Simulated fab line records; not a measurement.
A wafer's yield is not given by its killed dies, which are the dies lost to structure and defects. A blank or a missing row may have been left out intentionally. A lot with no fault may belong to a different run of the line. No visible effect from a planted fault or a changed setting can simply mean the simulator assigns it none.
What tool caused it?    flow sky130    Sampling: 12 lots, 36 wafers, 6 of 708 route steps

WHAT THE GAUGES SHOWED, per wafer
SKY_LI_CONTACT_BOW_MEAS_03. Usual: LI_CONTACT_BOW 56 um, standard deviation 7.
lot   measured      on             LI_CONTACT_BOW (um)  flag
L783  day 27 21:13  film_metro-01  52 52 51             
L785  day 29 01:44  film_metro-03  62 64 57             
L787  day 30 11:37  film_metro-01  55 44 56             
L790  day 31 07:40  film_metro-03  60 51 58             
L793  day 31 10:10  film_metro-02  54 68 61             
L792  day 31 10:22  film_metro-01  61 55 58             
L794  day 31 22:55  film_metro-03  69 66 53             
L795  day 32 08:00  film_metro-01  62 56 63             
L797  day 32 23:43  film_metro-01  44 67 57             
L798  day 33 05:11  film_metro-02  65 51 47             
L801  day 34 10:30  film_metro-01  62 57 52             
L804  day 35 07:07  film_metro-02  54 56 59             

SKY_LOCAL_INTERCONNECT_RS_MEAS_01: the measuring method here is four-point-probe. Usual: LOCAL_INTERCONNECT_TIN_RS 14.20 ohm/sq, standard deviation 0.15.
lot   measured      on             LOCAL_INTERCONNECT_TIN_RS (ohm/sq)  flag
L783  day 29 02:47  film_metro-04  13.98 14.25 14.13                   
L785  day 30 07:07  film_metro-04  13.94 13.95 13.82                   
L787  day 31 17:40  film_metro-03  13.95 13.92 14.06                   
L790  day 32 13:17  film_metro-03  14.18 14.20 14.31                   
L793  day 32 15:12  film_metro-02  14.35 14.30 14.24                   
L792  day 32 15:50  film_metro-04  14.42 14.42 14.25                   
L794  day 33 03:10  film_metro-02  14.12 13.94 14.16                   
L795  day 33 12:25  film_metro-03  14.26 14.28 14.24                   
L797  day 34 03:59  film_metro-02  14.33 14.19 14.13                   
L798  day 34 10:17  film_metro-03  14.24 14.08 13.98                   
L801  day 35 14:46  film_metro-04  14.25 14.37 14.40                   
L804  day 36 11:21  film_metro-04  14.38 14.36 14.31                   

SKY_CONTACT_THK_MEAS_03. Usual: CONTACT_HDPCVD_THK 564 nm, standard deviation 7.8.
lot   measured      on             CONTACT_HDPCVD_THK (nm)  flag
L783  day 30 08:59  film_metro-04  568 564 566              
L785  day 31 12:21  film_metro-04  565 558 567              
L787  day 32 22:46  film_metro-01  558 559 552              
L790  day 33 17:00  film_metro-04  553 556 556              
L793  day 33 18:47  film_metro-04  581 582 579              
L792  day 33 20:31  film_metro-01  566 553 556              
L794  day 34 07:26  film_metro-01  575 574 574              
L795  day 34 16:14  film_metro-04  567 578 569              
L797  day 35 07:30  film_metro-04  556 550 548              
L798  day 35 14:20  film_metro-04  559 562 559              
L801  day 36 18:47  film_metro-04  557 525 560              
L804  day 37 14:31  film_metro-02  579 578 579              

SKY_METAL1_RS_MEAS_05: the measuring method here is four-point-probe. Usual: METAL1_ALCU_RS 0.1272 ohm/sq, standard deviation 0.0016.
lot   measured      on             METAL1_ALCU_RS (ohm/sq)  flag
L783  day 31 14:54  film_metro-03  0.1267 0.1270 0.1260     
L785  day 32 18:23  film_metro-01  0.1274 0.1283 0.1275     
L787  day 34 03:48  film_metro-04  0.1262 0.1280 0.1257     
L790  day 34 21:36  film_metro-03  0.1282 0.1297 0.1276     
L793  day 34 23:57  film_metro-01  0.1273 0.1265 0.1272     
L792  day 35 01:22  film_metro-03  0.1256 0.1251 0.1268     
L794  day 35 13:07  film_metro-03  0.1273 0.1267 0.1283     
L795  day 35 21:33  film_metro-03  0.1267 0.1276 0.1281     
L797  day 36 12:11  film_metro-03  0.1258 0.1266 0.1268     
L798  day 36 18:50  film_metro-03  0.1254 0.1252 0.1259     
L801  day 37 22:41  film_metro-04  0.1295 0.1303 0.1305     
L804  day 38 18:33  film_metro-04  0.1259 0.1274 0.1277     

WHAT TOOL EACH LOT RAN ON (gives the tool, then ch and the chambers of the sampled wafers, and finally the start)
lot   SKY_CONTACT_HDPCVD_02             SKY_CONTACT_CMP_04
L783  hdpcvd-01 ch 0,1,2, day 30 08:55  cmp-02 ch 1,2,3, day 30 09:03
L785  hdpcvd-02 ch 0,1, day 31 12:16    cmp-01 ch 0,2,3, day 31 12:30
L787  hdpcvd-01 ch 0,2, day 32 22:41    cmp-02 ch 0,1,3, day 32 22:52
L790  hdpcvd-01 ch 0,2, day 33 16:55    cmp-02 ch 0,3, day 33 17:03
L793  hdpcvd-02 ch 1,2, day 33 18:43    cmp-02 ch 0,2,3, day 33 18:54
L792  hdpcvd-01 ch 0,1,2, day 33 20:26  cmp-02 ch 0,3, day 33 20:48
L794  hdpcvd-02 ch 1,2, day 34 07:22    cmp-02 ch 1,2, day 34 07:29
L795  hdpcvd-02 ch 1,2, day 34 16:10    cmp-01 ch 1,2,3, day 34 16:25
L797  hdpcvd-01 ch 0,1, day 35 07:26    cmp-01 ch 0,1,2, day 35 07:34
L798  hdpcvd-02 ch 0,1,2, day 35 14:15  cmp-01 ch 1,2, day 35 14:23
L801  hdpcvd-01 ch 0,2, day 36 18:43    cmp-02 ch 0,2,3, day 36 18:57
L804  hdpcvd-02 ch 0,1,2, day 37 14:26  cmp-02 ch 2,3, day 37 14:34
- SKY_CONTACT_HDPCVD_02: deposits SiO2, target thk 565 nm, time 94.2 s.
- SKY_CONTACT_CMP_04: polishes SiO2.

AS READ BY THE TOOLS THEMSELVES (means over the sampled wafers that have a number; for cases with no such wafer, the mark the record gives instead)
SKY_CONTACT_HDPCVD_02. Usual: run_length_s 121.9 s, standard deviation 0.42; sih4_flow_sccm 59.98 sccm, standard deviation 0.18.
lot   tool       run_length_s (s)  sih4_flow_sccm (sccm)  flag
L783  hdpcvd-01  121.8             59.94                  
L785  hdpcvd-02  121.9             59.92                  
L787  hdpcvd-01  121.9             60.03                  
L790  hdpcvd-01  121.9             59.90                  
L793  hdpcvd-02  122.0             59.98                  
L792  hdpcvd-01  122.4             59.98                  
L794  hdpcvd-02  122.2             59.94                  
L795  hdpcvd-02  122.2             59.88                  
L797  hdpcvd-01  121.4             59.90                  
L798  hdpcvd-02  121.8             60.02                  
L801  hdpcvd-01  120.5             59.90                  OFF
L804  hdpcvd-02  121.9             59.97                  

SKY_CONTACT_CMP_04. Usual: head_pressure_psi 4.000 psi, standard deviation 0.0079; motor_current_A 11.3 A, standard deviation 1.2; time_to_endpoint_s 83 s, standard deviation 4.7.
lot   tool    head_pressure_psi (psi)  motor_current_A (A)  time_to_endpoint_s (s)  flag
L783  cmp-02  3.998                    10.6                 86                      
L785  cmp-01  4.004                    11.8                 83                      
L787  cmp-02  4.004                    12.2                 81                      
L790  cmp-02  4.008                    11.4                 84                      
L793  cmp-02  4.002                    11.1                 93                      
L792  cmp-02  4.001                    12.1                 84                      
L794  cmp-02  4.003                    11.3                 87                      
L795  cmp-01  3.999                    11.1                 85                      
L797  cmp-01  3.994                    11.7                 78                      
L798  cmp-01  4.001                    11.2                 79                      
L801  cmp-02  3.993                    10.8                 73                      
L804  cmp-02  3.992                    9.7                  85                      

THE ANSWER, worked out from the rows above alone
Rule: a lot is off if the mean of its wafers that have a number lies more than 3 standard deviations from the usual mean. A lot without any number at a reading at which 4 lots or more have one is off too. All remaining lots with rows at the step are treated as sound. After the gauges, taken in route order, come the tools' own readings; for these a lot's mean is taken, as printed above. The first step at which some lot is off is used, and at that step the reading that is off furthest; a lot without a number counts as furthest.
Off: L801 (SKY_CONTACT_HDPCVD_02, run_length_s).
A tool fits if, at that step or a process step before it, it ran every lot that is off, and no sound lot after the first of them. One fits: hdpcvd-01 at SKY_CONTACT_HDPCVD_02. Its last sound lot is L797 (day 35 07:26), its first lot that is off L801 (day 36 18:43): a fault that began between those two fits.
On the lots that are off, the tool's own readings at SKY_CONTACT_HDPCVD_02 differ by more than 5 times the standard deviation of the sound lots' means, which bears it out; run_length_s reads 120.5 s there versus 121.9 s on the sound lots.

WHAT HAD BEEN PUT IN BY THE SIMULATOR
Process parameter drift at SKY_CONTACT_HDPCVD_02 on hdpcvd-01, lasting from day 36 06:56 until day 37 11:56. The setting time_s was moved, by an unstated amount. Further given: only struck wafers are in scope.
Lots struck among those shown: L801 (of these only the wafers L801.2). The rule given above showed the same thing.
